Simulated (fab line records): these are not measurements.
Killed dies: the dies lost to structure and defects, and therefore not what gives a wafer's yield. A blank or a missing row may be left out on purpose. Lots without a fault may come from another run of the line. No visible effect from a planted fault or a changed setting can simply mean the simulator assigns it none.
Matching of chambers + flow sky130 + SKY_VIA4_CMP_02 on cmp-01: 4 sister chambers
The step polishes SiO2. 8 wafers are shown with their chamber, then 12 later ones without.

## EACH WAFER AND ITS CHAMBER
| wafer  | chamber | motor current A (A) |
|--------|---------|---------------------|
| L081.5 | 2       | 14.0                |
| L082.3 | 0       | 12.0                |
| L085.4 | 2       | 13.2                |
| L086.4 | 3       | 11.9                |
| L086.6 | 1       | 12.9                |
| L087.1 | 0       | 12.2                |
| L087.2 | 1       | 13.3                |
| L087.3 | 3       | 11.7                |

## WAFERS MISSING THEIR CHAMBER
| wafer  | motor current A (A) |
|--------|---------------------|
| L089.3 | 12.1                |
| L089.5 | 12.3                |
| L089.6 | 11.7                |
| L091.2 | 13.1                |
| L091.4 | 10.9                |
| L091.5 | 11.9                |
| L093.3 | 12.0                |
| L093.4 | 12.1                |
| L093.5 | 13.4                |
| L094.1 | 11.8                |
| L094.2 | 14.7                |
| L094.5 | 13.9                |

## EACH ONE'S CHAMBER
| wafer  | from the rows above          | in truth |
|--------|------------------------------|----------|
| L089.3 | can't be placed: 0 or 3      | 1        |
| L089.5 | can't be placed: 0 or 3 or 1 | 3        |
| L089.6 | can't be placed: 3 or 0      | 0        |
| L091.2 | can't be placed: 1 or 2      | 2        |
| L091.4 | can't be placed: 3 or 0      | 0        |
| L091.5 | can't be placed: 3 or 0      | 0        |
| L093.3 | can't be placed: 0 or 3      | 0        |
| L093.4 | can't be placed: 0 or 3      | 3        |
| L093.5 | can't be placed: 2 or 1      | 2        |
| L094.1 | can't be placed: 3 or 0      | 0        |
| L094.2 | can't be placed: 2 or 1      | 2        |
| L094.5 | can't be placed: 2 or 1      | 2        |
Placed correctly: 0 of 12. From these rows, 12 cannot be placed; in 11 the true chamber is one of the candidates. Placed wrongly: 0.
How it was worked out, from the rows above alone: a wafer's distance from a chamber is the root of the sum, over the readings, of the square of ((its reading less the chamber's mean) divided by the reading's scatter). The wafer belongs to the nearest chamber; if the next one is less than 2 further off, it can't be placed. A chamber's mean is the mean of its shown wafers. How the scatter is found: for the shown wafers, subtract from each reading the mean of its chamber, square and add these, divide the total by (wafers less chambers), then take the root.
